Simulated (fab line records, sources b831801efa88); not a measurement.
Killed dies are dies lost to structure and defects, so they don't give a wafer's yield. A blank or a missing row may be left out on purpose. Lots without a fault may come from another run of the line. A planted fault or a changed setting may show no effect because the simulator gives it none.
Chamber matching | flow sky130 | SKY_CONTACT_HDPCVD_02 on hdpcvd-01: 3 sister chambers
The step deposits SiO2, target thk 565 nm, time 94.2 s. 3 wafers are shown with their chamber, then 7 later ones without.

WAFERS WITH THEIR CHAMBER
wafer  | chamber | run_length_s (s)
L877.1 | 0       | 121.5
L881.3 | 2       | 122.6
L881.4 | 1       | 121.5

WAFERS WITHOUT THEIR CHAMBER
wafer  | run_length_s (s)
L881.6 | 121.4
L882.2 | 121.2
L882.3 | 121.5
L882.5 | 121.6
L883.4 | 121.7
L883.5 | 121.8
L883.6 | 122.3

WHICH CHAMBER EACH WENT THROUGH
wafer  | from the rows above     | in truth
L881.6 | can't be placed: 0 or 1 | 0
L882.2 | can't be placed: 0 or 1 | 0
L882.3 | can't be placed: 0 or 1 | 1
L882.5 | can't be placed: 0 or 1 | 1
L883.4 | can't be placed: 0 or 1 | 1
L883.5 | can't be placed: 0 or 1 | 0
L883.6 | 2                       | 2
Placed correctly: 1 of 7. Can't be placed from these rows: 6 (the true chamber is among the candidates in 6). Placed wrongly: 0.
How it was worked out, from the rows above alone: a wafer's distance from a chamber is the root of the sum, over the readings, of the square of ((its reading less the chamber's mean) divided by the reading's scatter). The wafer belongs to the nearest chamber; if the next one is less than 2 further off, it can't be placed. A chamber's mean is the mean of its shown wafers. The scatter: with one shown wafer a chamber, the root of the mean of the squares of how far each hidden wafer lies from its nearest shown one.
